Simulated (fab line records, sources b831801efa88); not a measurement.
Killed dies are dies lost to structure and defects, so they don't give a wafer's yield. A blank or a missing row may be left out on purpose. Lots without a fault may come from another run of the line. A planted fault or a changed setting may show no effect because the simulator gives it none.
Problem report in the 8D (eight disciplines) form, filled by code | flow gf180mcu | the parts of the form that need people (team, actions taken, sign-off) are left out

1. THE PROBLEM
run_length_s at GF_STI_WET_ETCH_26 reads a mean of 152 s on 6 wafers of 2 lots; wafers without a fault read 216 s with a standard deviation of 3.4. That is -19 standard deviations from the usual mean.
The step: etches SiO2 in dHF, target depth 94 nm, time 188 s.
First seen on wafer L605.2, day 6 02:17, on wet_bench-03. The record holds 18 wafers of 6 lots with a number at this step. Rule for "out", or "out of limits": more than 4 standard deviations from the usual mean. The other wafers with a number count as sound.

2. WHAT IT IS AND WHAT IT IS NOT
question                    | is                     | is not
which readings at this step | run_length_s           | -
which lots                  | L605, L609             | L587, L594, L600, L601
which wafers of those lots  | all that have a number | -
read on which tools         | wet_bench-03           | wet_bench-01, wet_bench-04
when                        | from day 6 02:17       | up to then (12 sound wafers)

3. SUSPECTS, AND WHAT RULES EACH OUT
Counting: a tool at a process step up to the reading stays a suspect if it ran every lot that is out and no sound lot after the first of them.
- cmp-02 at GF_STI_CMP_25 (polishes, stops on Si3N4, t overpolish 33 s, target thk 524.6 nm): kept. It ran every lot that is out, first L605 (day 6 02:05), and no sound lot after that; its last sound lot up to then is L600 (day 4 23:28).
- wet_bench-03 at GF_STI_WET_ETCH_26 (etches SiO2 in dHF, target depth 94 nm, time 188 s): kept. It ran every lot that is out, first L605 (day 6 02:17), and no sound lot after that; its last sound lot up to then is L601 (day 5 03:41). Its own readings are out on those wafers: run_length_s.
Left after counting: cmp-02 at GF_STI_CMP_25, wet_bench-03 at GF_STI_WET_ETCH_26.

4. THE CAUSE (what the simulator had put in)
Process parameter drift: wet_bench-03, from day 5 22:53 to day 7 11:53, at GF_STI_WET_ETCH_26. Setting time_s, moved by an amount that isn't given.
Counting left 2 suspects, and this tool is among them.

5. THE CHAIN OF EFFECTS, in route order
Each row: a reading whose mean over the struck wafers that have a number lies more than 3 standard deviations from the usual. Only readings for which the record gives a usual standard deviation are gone through. hours: the time from each lot's start at the first step in this table that gives one to its start at this step, as a median over the lots. sigmas: the change in usual standard deviations.
hours | step               | reading      | usual | on struck wafers | change | sigmas
0     | GF_STI_WET_ETCH_26 | run_length_s | 216 s | 152              | -64    | -19
The process steps in it:
- GF_STI_WET_ETCH_26: etches SiO2 in dHF, target depth 94 nm, time 188 s.
Later measuring or inspecting steps at which every struck wafer that the step has a row for has a number for every such reading, and none has moved that far: GF_STI_THK_MEAS_30, GF_DNWELL_TW_MEAS_09, GF_NWELL_OVL_MEAS_07, GF_NWELL_TW_MEAS_11.

6. WHAT WOULD HAVE CAUGHT IT SOONER
In this record the first reading out of limits was taken at day 6 02:17, 3 hours after the fault began at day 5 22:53.
